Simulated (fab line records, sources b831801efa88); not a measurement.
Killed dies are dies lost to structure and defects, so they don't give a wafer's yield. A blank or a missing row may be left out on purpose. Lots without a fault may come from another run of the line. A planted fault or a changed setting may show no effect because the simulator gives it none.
fab line records | flow sky130
record lots=13 wafers=39 last_day=50
route steps=708 shown LOCAL_INTERCONNECT@399 CONTACT@406 METAL1@436
lots that met no fault: from a run of the same line without faults
start_h: hours from the record's first day to the start of the lot's first wafer shown | wait_h: hours since the lot's step before | " the same as in the row above | L1.1+2: a row that stands for several wafers | - no value, or no start given | * or withheld: withheld | < > ~ a bound
route shown NAME@n: a module of which the file shows steps, and the number in the route of the first | usual: mean/standard deviation of fault-free wafers | same: alike in all rows | chamber/n: place in a boat | sites: the reading at each site | _std_site: their standard deviation | _edge_site: outer sites' mean less inner sites' | radius_mm: how far each site lies from the wafer's centre | mask NAME#n: copy n | behind: the tool/chamber that last shaped the wafer | hold: why the lot was held/for how many hours/how that ended | device: the transistor (n, p or np) that didn't switch | end of line: the same wafers' tests at the end of the route | a step without rows: its recipe alone | killed: dies lost to structure and defects at the first sort, not the wafer's yield | map: a wafer's dies, x killed, . not, _ none there
set.NAME: the setting as run; set.NAME@STEP: as run at that earlier step | model.NAME: the simulator's own value behind a step, which no gauge read
steps of the route over a sample of lots; a table a step, a row a wafer
services: from which hour (start_h, from the record's first day; less than 0 if before it) a tool's chamber was out of use, for how many hours, and why
## steps
# step SKY_LOCAL_INTERCONNECT_OVL_MEAS_12
# usual LOCAL_INTERCONNECT_OVL=-3/5.9
# columns lot.wafer tool chamber start_h wait_h LOCAL_INTERCONNECT_OVL[nm]
L690.2 overlay-02 - 699.88 0.1 -5
L690.4 " - " " -6
L690.5 " - " " -7
L693.1 overlay-02 - 728.13 0.1 -3
L693.2 " - " " -7
L693.4 " - " " 2
L694.2 overlay-02 - 737.18 0.1 2
L694.3 " - " " -5
L694.4 " - " " -1
L695.1 overlay-02 - 749.13 0.1 2
L695.4 " - " " -1
L695.5 " - " " -6
L697.1 overlay-01 - 766.92 0.1 -11
L697.2 " - " " -10
L697.4 " - " " -9
L698.1 overlay-01 - 774.33 0.1 -7
L698.3 " - " " -2
L698.6 " - " " -6
L699.1 overlay-01 - 777.03 0.1 0
L699.2 " - " " -2
L699.3 " - " " 3
L700.1 overlay-01 - 787.88 0.1 1
L700.2 " - " " 6
L700.6 " - " " 12
L706.2 overlay-02 - 827.88 0.1 -6
L706.4 " - " " -4
L706.6 " - " " -8
L709.2 overlay-01 - 854.38 0.1 2
L709.3 " - " " 1
L709.5 " - " " 1
L711.1 overlay-02 - 876.63 0.1 -1
L711.4 " - " " -4
L711.5 " - " " -3
L712.3 overlay-02 - 880.14 0.1 -18
L712.5 " - " " -10
L712.6 " - " " -12
L713.1 overlay-02 - 885.02 0.1 -2
L713.3 " - " " -1
L713.5 " - " " 2
# step SKY_CONTACT_CVD_00
# recipe material=Si3N4 target_thk_nm=75 temp_c=400 time_s=withheld rf_w=450
# usual heater_power_w=696/90
# columns lot.wafer tool chamber start_h wait_h heater_power_w
L690.2 pecvd-03 2 700.97 0.0 675
L690.4 " 0 " " 607
L690.5 " 1 " " 878
L693.1 pecvd-01 1 728.88 0.0 632
L693.2 " 2 " " 612
L693.4 " 0 " " 597
L694.2 pecvd-04 2 738.00 0.0 758
L694.3 " 0 " " 744
L694.4 " 1 " " 793
L695.1 pecvd-03 2 749.91 0.0 664
L695.4 " 1 " " 816
L695.5 " 2 " " 656
L697.1 pecvd-04 0 767.78 0.0 703
L697.2 " 1 " " 661
L697.4 " 0 " " 699
L698.1 pecvd-03 2 775.23 0.0 791
L698.3 " 2 " " 765
L698.6 " 2 " " 791
L699.1 pecvd-04 0 777.89 0.0 728
L699.2 " 1 " " 768
L699.3 " 2 " " 629
L700.1 pecvd-01 1 788.74 0.0 603
L700.2 " 2 " " 615
L700.6 " 1 " " 600
L706.2 pecvd-03 2 828.63 0.0 788
L706.4 " 0 " " 647
L706.6 " 2 " " 794
L709.2 pecvd-04 0 855.15 0.0 618
L709.3 " 2 " " 769
L709.5 " 2 " " 753
L711.1 pecvd-01 2 877.44 0.0 531
L711.4 " 2 " " 557
L711.5 " 1 " " 610
L712.3 pecvd-04 0 881.27 0.0 746
L712.5 " 0 " " 762
L712.6 " 1 " " 807
L713.1 pecvd-01 1 885.82 0.0 666
L713.3 " 2 " " 624
L713.5 " 0 " " 689
# step SKY_CONTACT_THK_MEAS_01
# recipe reads=Si3N4_of_CONTACT_CVD_00
# usual CONTACT_CVD_00_THK=74.8/0.92
# columns lot.wafer tool chamber start_h wait_h hold CONTACT_CVD_00_THK[nm]
L690.2 film_metro-01 - 701.01 - - 74.7
L690.4 " - " " - 76.7
L690.5 " - " " - 76.3
L693.1 film_metro-01 - 728.91 - - 73.5
L693.2 " - " " - 73.1
L693.4 " - " " - 75.2
L694.2 film_metro-04 - 738.04 - - 73.2
L694.3 " - " " - 73.6
L694.4 " - " " - 75.1
L695.1 film_metro-01 - 749.94 - - 73.6
L695.4 " - " " - 74.8
L695.5 " - " " - 74.3
L697.1 film_metro-02 - 767.82 - - 75.1
L697.2 " - " " - 74.9
L697.4 " - " " - 75.7
L698.1 film_metro-02 - 775.28 - - 74.2
L698.3 " - " " - 76.0
L698.6 " - " " - 75.6
L699.1 film_metro-01 - 777.93 - - 73.0
L699.2 " - " " - 72.7
L699.3 " - " " - 73.5
L700.1 film_metro-02 - 788.77 - - 74.2
L700.2 " - " " - 73.2
L700.6 " - " " - 74.2
L706.2 film_metro-02 - 828.69 - await_dispo/0.2h/release 74.0
L706.4 " - " " await_dispo/0.2h/release 91.9
L706.6 " - " " await_dispo/0.2h/release 75.3
L706.2 film_metro-02 - 828.91 0.2 - 74.0
L706.4 " - " " - 91.9
L706.6 " - " " - 75.3
L709.2 film_metro-01 - 855.19 - - 73.4
L709.3 " - " " - 73.9
L709.5 " - " " - 74.5
L711.1 film_metro-01 - 877.48 - - 74.5
L711.4 " - " " - 75.0
L711.5 " - " " - 77.3
L712.3 film_metro-01 - 881.33 - - 74.8
L712.5 " - " " - 75.4
L712.6 " - " " - 76.4
L713.1 film_metro-04 - 885.86 - - 74.3
L713.3 " - " " - 74.4
L713.5 " - " " - 76.1
# step SKY_CONTACT_CMP_04
# recipe material=SiO2 down_force_psi=4 platen_rpm=60 pad_velocity_m_s=0.94248
# usual motor_current_A=10.8/1.3 slurry_flow_ml_min=150.0/0.4
# columns lot.wafer tool chamber start_h wait_h motor_current_A slurry_flow_ml_min
L690.4 cmp-02 2 701.24 0.1 11.8 149.9
L690.2 " 3 " " 11.8 150.1
L690.5 " 2 " " 11.5 150.2
L693.1 cmp-01 1 729.10 0.1 12.1 149.9
L693.4 " 2 " " 8.2 150.0
L693.2 " 0 " " 10.7 150.0
L694.3 cmp-02 1 738.22 0.0 12.5 149.6
L694.4 " 2 " " 11.4 149.6
L694.2 " 0 " " 9.0 150.0
L695.1 cmp-02 2 750.42 0.3 11.3 149.6
L695.4 " 0 " " 9.6 149.5
L695.5 " 2 " " 11.7 149.9
L697.4 cmp-02 0 768.06 0.1 9.2 150.0
L697.2 " 1 " " 13.2 150.5
L697.1 " 2 " " 11.5 149.9
L698.3 cmp-01 2 775.52 0.1 9.1 149.6
L698.1 " 0 " " 10.5 150.3
L698.6 " 2 " " 8.8 148.9
L699.1 cmp-01 2 778.16 0.1 9.1 149.9
L699.3 " 3 " " 11.4 150.3
L699.2 " 0 " " 10.5 150.8
L700.2 cmp-01 1 789.06 0.1 10.8 150.3
L700.1 " 2 " " 8.8 149.9
L700.6 " 3 " " 11.4 150.4
L706.2 cmp-01 2 832.72 0.0 9.1 150.4
L706.4 " 0 " " 10.1 150.0
L706.6 " 2 " " 9.0 150.3
L709.3 cmp-01 0 855.42 0.1 9.7 150.7
L709.2 " 2 " " 8.9 149.5
L709.5 " 3 " " 11.3 149.7
L711.4 cmp-02 1 877.86 0.2 12.4 149.1
L711.1 " 2 " " 11.2 150.1
L711.5 " 1 " " 12.3 150.5
L712.3 cmp-02 0 881.50 0.0 8.8 150.4
L712.5 " 0 " " 9.8 150.8
L712.6 " 1 " " 13.1 149.5
L713.1 cmp-02 1 886.05 0.1 13.3 150.3
L713.3 " 2 " " 12.0 150.0
L713.5 " 1 " " 11.9 150.4
# step SKY_CONTACT_ETCH_18
# recipe target=Si3N4 chemistry=CHF3/O2 stop_on=TiN source_w=600 bias_w=200 pressure_mtorr=40 chf3_flow_sccm=50 O2_flow_sccm=5 time_s=39 target_depth_a=750
# usual drypump_motor_current_A=5.7/0.47 oes_product_au=0.854/0.007 throttle_valve_pct=8.792/0.0087
# columns lot.wafer tool chamber start_h wait_h drypump_motor_current_A oes_product_au rf_hours_counter_h throttle_valve_pct
L690.2 rie_diel-02 3 - - 5.2 0.848 6 8.783
L690.4 " 0 " " 5.4 0.868 13 8.794
L690.5 " 3 " " 5.2 0.868 - 8.787
L693.1 rie_diel-01 0 - - 6.6 0.844 7 8.800
L693.2 " 3 " " 5.9 0.846 0 8.803
L693.4 " 2 " " 5.7 0.855 3 8.806
L694.2 rie_diel-03 0 - - 5.1 0.846 4 8.793
L694.3 " 3 " " 5.9 0.840 17 8.793
L694.4 " 2 " " 6.0 0.858 - 8.787
L695.1 rie_diel-03 2 - - 6.0 0.839 22 8.783
L695.4 " 3 " " 5.8 0.853 - 8.799
L695.5 " 2 " " 6.0 0.845 - 8.788
L697.1 rie_diel-03 0 - - 5.0 0.856 5 8.782
L697.2 " 2 " " 5.9 0.859 22 8.783
L697.4 " 1 " " 4.8 0.858 0 8.804
L698.1 rie_diel-03 2 - - 6.0 0.849 22 8.794
L698.3 " 0 " " 5.1 0.860 5 8.787
L698.6 " 0 " " 5.1 0.849 - 8.790
L699.1 rie_diel-01 1 - - 5.3 0.848 24 8.799
L699.2 " 0 " " 6.5 0.846 9 8.795
L699.3 " 3 " " 5.8 0.842 2 8.781
L700.1 rie_diel-01 0 - - 6.5 0.845 9 8.793
L700.2 " 3 " " 5.8 0.848 2 8.787
L700.6 " 1 " " 5.3 0.850 - 8.812
L706.2 rie_diel-01 3 - - 5.8 0.849 3 8.787
L706.4 " 2 " " 5.7 0.963 5 8.793
L706.6 " 3 " " 5.8 0.860 - 8.797
L709.2 rie_diel-01 0 - - 6.5 0.847 11 8.788
L709.3 " 2 " " 5.7 0.852 6 8.795
L709.5 " 3 " " 5.8 0.851 - 8.778
L711.1 rie_diel-01 1 - - 5.3 0.851 27 8.800
L711.4 " 3 " " 5.8 0.855 5 8.786
L711.5 " 0 " " 6.5 0.872 - 8.777
L712.3 rie_diel-01 2 - - 5.7 0.851 7 8.798
L712.5 " 2 " " 5.7 0.861 - 8.807
L712.6 " 1 " " 5.3 0.860 - 8.793
L713.1 rie_diel-01 3 - - 5.8 0.845 5 8.793
L713.3 " 1 " " 5.3 0.844 27 8.792
L713.5 " 1 " " 5.3 0.859 - 8.802
# step SKY_METAL1_SPUTTER_02
# recipe material=AlCu target_thk_nm=250 power_w=10600 time_s=13.3 chamber_pressure_pa=0.4
# usual throttle_valve_pct=29.7/0.78
# columns lot.wafer tool chamber start_h wait_h throttle_valve_pct
L690.2 pvd_sputter-04 - 730.54 0.0 30.3
L690.4 " - " " 29.3
L690.5 " - " " 29.3
L693.1 pvd_sputter-04 - 757.97 0.0 29.6
L693.2 " - " " 29.5
L693.4 " - " " 28.8
L694.2 pvd_sputter-02 - 767.14 0.0 30.9
L694.3 " - " " 29.9
L694.4 " - " " 29.1
L695.1 pvd_sputter-03 - 778.84 0.0 30.0
L695.4 " - " " 28.0
L695.5 " - " " 30.4
L697.1 pvd_sputter-03 - 796.00 0.0 30.1
L697.2 " - " " 29.5
L697.4 " - " " 30.1
L698.1 pvd_sputter-02 - 802.73 0.0 29.6
L698.3 " - " " 29.0
L698.6 " - " " 30.8
L699.1 pvd_sputter-02 - 805.92 0.0 30.9
L699.2 " - " " 31.0
L699.3 " - " " 29.6
L700.1 pvd_sputter-04 - 816.84 0.0 28.6
L700.2 " - " " 30.6
L700.6 " - " " 29.2
L706.2 pvd_sputter-04 - 856.65 0.0 28.7
L706.4 " - " " 29.7
L706.6 " - " " 29.5
L709.2 pvd_sputter-03 - 883.44 0.0 30.1
L709.3 " - " " 28.5
L709.5 " - " " 30.2
L711.1 pvd_sputter-02 - 904.93 0.0 29.1
L711.4 " - " " 29.8
L711.5 " - " " 29.1
L712.3 pvd_sputter-03 - 908.54 0.0 29.5
L712.5 " - " " 28.2
L712.6 " - " " 30.1
L713.1 pvd_sputter-03 - 915.77 0.0 30.0
L713.3 " - " " 30.2
L713.5 " - " " 28.3
## services
# columns tool chamber start_h hours kind
rie_diel-03 2 702.94 15.2 repair
rie_diel-01 2 707.07 6.9 repair
cmp-02 - 713.59 10.9 pm
pvd_sputter-02 - 722.66 1.8 repair
cmp-02 - 734.63 1.6 repair
cmp-01 - 739.09 3.9 pm
cmp-01 - 742.95 6.6 pm
cmp-02 - 744.00 4.0 pm
rie_diel-01 1 745.26 1.8 repair
cmp-01 - 750.00 0.5 repair
cmp-02 - 756.23 0.3 repair
cmp-01 - 762.51 3.1 repair
pecvd-04 - 776.08 1.2 repair
cmp-02 - 781.60 3.5 repair
pvd_sputter-03 - 801.41 1.7 repair
rie_diel-01 - 804.79 2.7 pm
rie_diel-01 0 834.03 5.8 repair
pvd_sputter-03 - 858.67 1.6 repair
cmp-02 - 861.85 5.1 repair
pecvd-04 - 862.07 0.5 repair
pecvd-04 2 899.63 186.0 repair
pvd_sputter-03 - 906.77 1.2 repair
pecvd-04 0 911.37 9.3 repair
cmp-01 - 912.00 4.0 pm
## key
first_sign step=SKY_CONTACT_THK_MEAS_01 reading=visit direction=added
effect step=SKY_CONTACT_THK_MEAS_01 reading=CONTACT_CVD_00_THK direction=up sigmas=19 usual=74.8 struck=91.9
effect step=SKY_CONTACT_ETCH_18 reading=oes_product_au direction=up sigmas=16 usual=0.854 struck=0.963
met_at SKY_CONTACT_CVD_00
struck_lots L706
struck_wafers L706.4
sort_left_out L706.4
tester_left_out L706
not_acting_at SKY_LOCAL_INTERCONNECT_OVL_MEAS_12,SKY_CONTACT_CMP_04,SKY_METAL1_SPUTTER_02
onset_between 700.97 828.63
fault kind=process_parameter_drift tool=pecvd-03 chamber=0 onset_h=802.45 steps=SKY_CONTACT_CVD_00 channel=target_thk_nm offset=15.704 shape=step end_h=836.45 acts_in=these_recipes_only stated=75
# tester_left_out: of these lots the tester's yield and bins aren't shown, on N5 and GAA mostly nor the transistor test; their killed dies are dies lost to structure and defects alone, not to doping, threshold or leakage, so they don't give the yield
# sort_left_out: the simulated sort isn't trusted on such a fault, so these wafers' sort isn't shown, and their yield isn't known
